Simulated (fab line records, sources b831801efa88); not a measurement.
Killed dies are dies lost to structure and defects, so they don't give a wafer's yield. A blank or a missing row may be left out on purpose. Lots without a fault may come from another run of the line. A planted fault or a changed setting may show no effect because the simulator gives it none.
Which tool did it? | flow sky130 | 14 lots, 42 wafers sampled, at 1 step of a route of 708

WHAT THE GAUGES READ, wafer by wafer
SKY_CAP2M_RS_MEAS_03: measures by four-point-probe.
lot  | measured     | on            | CAP2M_TIN_RS (ohm/sq)
L322 | day 40 07:31 | film_metro-02 | 6.90 6.89 6.90
L321 | day 40 12:28 | film_metro-03 | 7.01 7.02 6.92
L329 | day 41 23:41 | film_metro-01 | 7.02 7.03 6.96
L330 | day 42 07:02 | film_metro-03 | 6.89 6.85 6.79
L333 | day 42 23:24 | film_metro-02 | 7.05 6.99 7.04
L334 | day 43 03:43 | film_metro-03 | 6.86 6.87 6.86
L335 | day 43 19:36 | film_metro-03 | 7.14 7.08 7.17
L336 | day 43 22:56 | film_metro-03 | 6.90 7.02 6.94
L337 | day 44 07:23 | film_metro-02 | 6.91 6.97 6.95
L338 | day 44 12:06 | film_metro-03 | 6.94 6.98 6.94
L339 | day 44 16:56 | film_metro-03 | 6.90 6.91 6.91
L341 | day 46 00:01 | film_metro-01 | 6.99 6.97 7.01
L343 | day 46 00:32 | film_metro-03 | 7.01 7.01 7.02
L342 | day 46 00:52 | film_metro-02 | 6.91 6.78 6.87

WHICH TOOL RAN EACH LOT (tool, then ch and the chambers of the sampled wafers, then the start)
The record holds no process step before these readings.

WHAT THE TOOLS THEMSELVES READ (means of the sampled wafers that have a number; where no wafer has one, the mark that the record gives instead)
The record holds no such reading with a usual standard deviation.

THE ANSWER, worked out from the rows above alone
Rule: what is usual is taken from the lots themselves. Put in order of their means at a reading, lots are off if they are a third of the lots or fewer, leave a main group of 4 or more, and stand apart from it by a gap of 3 or more times the standard deviation of the main group's means; of several such gaps the widest counts. A main group whose means are all the same, to the digits that the tables above print for the reading, isn't used. A lot without any number at a reading at which 4 lots or more have one is off too. The other lots that the step has rows for count as sound. The gauges are gone through in route order, then the tools' own readings, and for those a lot's mean is taken as printed above. The first step at which some lot is off is used, and at that step the reading that is off furthest; a lot without a number counts as furthest.
No lot is off at any reading shown: from this, nothing can be told.

WHAT THE SIMULATOR HAD PUT IN
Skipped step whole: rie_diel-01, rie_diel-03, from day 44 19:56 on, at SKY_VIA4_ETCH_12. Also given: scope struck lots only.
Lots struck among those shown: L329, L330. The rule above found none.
